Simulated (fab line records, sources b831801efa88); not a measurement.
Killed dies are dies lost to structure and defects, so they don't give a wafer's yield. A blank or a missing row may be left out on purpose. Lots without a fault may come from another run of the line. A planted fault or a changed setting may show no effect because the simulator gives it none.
Which tool did it? | flow gf180mcu | 6 lots, 18 wafers sampled, at 2 steps of a route of 602

WHAT THE GAUGES READ, wafer by wafer
GF_VT_IMPLANT_RS_MEAS_48: measures by four-point-probe.
lot  | measured     | on            | LVPWELL_RS (ohm/sq)
L569 | day 8 09:34  | film_metro-01 | 1200.7 1201.6 1201.0
L570 | day 9 03:04  | film_metro-03 | 1199.1 1192.3 1197.4
L573 | day 9 13:50  | film_metro-01 | 1199.0 1201.2 1199.6
L575 | day 10 04:22 | film_metro-03 | 1198.4 1200.2 1199.2
L579 | day 11 03:28 | film_metro-02 | 1197.3 1200.3 1197.2
L587 | day 13 05:29 | film_metro-02 | 1209.1 1211.8 1209.6

WHICH TOOL RAN EACH LOT (tool, then ch and the chambers of the sampled wafers, then the start)
lot  | GF_LVPWELL_IMPLANT_09
L569 | implanter-03 ch 0, day 4 14:55
L570 | implanter-03 ch 0, day 5 06:17
L573 | implanter-01 ch 0, day 5 13:44
L575 | implanter-02 ch 0, day 6 02:55
L579 | implanter-03 ch 0, day 6 20:51
L587 | implanter-03 ch 0, day 8 17:17
- GF_LVPWELL_IMPLANT_09

THE ANSWER, worked out from the rows above alone
Rule: what is usual is taken from the lots themselves. Put in order of their means at a reading, lots are off if they are a third of the lots or fewer, leave a main group of 4 or more, and stand apart from it by a gap of 3 or more times the standard deviation of the main group's means; of several such gaps the widest counts. A main group whose means are all the same, to the digits that the tables above print for the reading, isn't used. A lot without any number at a reading at which 4 lots or more have one is off too. The other lots that the step has rows for count as sound.
Off: L587, at GF_VT_IMPLANT_RS_MEAS_48 (LVPWELL_RS). The main group: mean 1199.0 ohm/sq, standard deviation 1.6.
A tool fits if, at a process step before that reading, it ran every lot that is off, and no sound lot after the first of them. The gauges at GF_VT_IMPLANT_RS_MEAS_48 are tried like those tools. Can't be told from this: 2 tools fit, implanter-03 at GF_LVPWELL_IMPLANT_09, film_metro-02 at GF_VT_IMPLANT_RS_MEAS_48.

WHAT THE SIMULATOR HAD PUT IN
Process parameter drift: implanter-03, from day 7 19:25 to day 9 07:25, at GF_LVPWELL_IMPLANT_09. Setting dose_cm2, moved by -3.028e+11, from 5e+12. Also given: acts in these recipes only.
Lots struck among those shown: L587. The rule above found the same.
